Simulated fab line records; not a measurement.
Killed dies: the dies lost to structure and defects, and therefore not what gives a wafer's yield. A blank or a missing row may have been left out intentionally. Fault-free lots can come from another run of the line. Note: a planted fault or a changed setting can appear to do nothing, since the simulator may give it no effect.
Chamber matching ; flow sky130 ; rieDiel-03 running SKY_FIELD_ISO_ETCH_15: 4 sister chambers
The step etches the open film in CHF3/O2, stops on Si, target depth 180 nm, time 72 s. 14 wafers are shown with their chamber, then 7 later ones without.

WAFERS WITH THEIR CHAMBER
wafer;chamber;throttleValvePct (%);oesProductAu (a.u.);biasW (W)
L403.1;3;8.850;0.951;199.1
L403.3;2;8.840;0.957;201.0
L403.5;3;8.825;0.939;200.4
L408.3;3;8.848;0.944;198.9
L408.4;0;8.830;0.939;200.7
L408.6;2;8.851;0.944;198.5
L410.2;3;8.847;0.953;200.5
L410.5;2;8.838;0.955;200.9
L410.6;1;8.838;0.954;199.0
L421.1;2;8.837;0.947;199.5
L421.4;3;8.855;0.954;201.0
L421.6;1;8.848;0.944;199.9
L422.1;1;8.838;0.942;200.1
L422.4;3;8.844;0.942;200.2

SIGNATURES (averages over the wafers above)
reading;chamber 0;chamber 1;chamber 2;chamber 3;scatter within a chamber
throttleValvePct;8.83000;8.84133;8.84150;8.84483;0.00855
oesProductAu;0.93900;0.94667;0.95075;0.94717;0.00631
biasW;200.700;199.667;199.975;200.017;0.92
Rule: a wafer lies at a distance from a chamber equal to the root of the sum of squares, over the readings, of (its reading less the chamber's mean, divided by the reading's scatter). If the next closest chamber is less than 2 further off than the closest, the wafer can't be placed; otherwise it belongs to the closest. The scatter: the root of (the sum of the squares of (reading less its chamber's mean) over the shown wafers, divided by (wafers less chambers)).

WAFERS WHOSE CHAMBER IS MISSING
wafer;throttleValvePct (%);oesProductAu (a.u.);biasW (W)
L422.6;8.834;0.945;199.9
L424.2;8.832;0.944;199.5
L424.4;8.845;0.951;201.0
L424.5;8.851;0.960;199.8
L426.1;8.848;0.951;199.7
L426.2;8.834;0.956;201.7
L426.3;8.844;0.948;199.8

WHICH CHAMBER EACH ONE RAN IN
wafer;from the rows above;in truth
L422.6;can't be placed: 1 or 2 or 3 or 0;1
L424.2;can't be placed: 1 or 0 or 2 or 3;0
L424.4;can't be placed: 2 or 3 or 1 or 0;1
L424.5;can't be placed: 2 or 3 or 1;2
L426.1;can't be placed: 3 or 2 or 1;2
L426.2;can't be placed: 2 or 3 or 1 or 0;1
L426.3;can't be placed: 3 or 1 or 2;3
Placed correctly: 0 of 7. Unplaceable from these rows: 7, with the true chamber sitting among the candidates in 7. Number placed wrongly: 0.
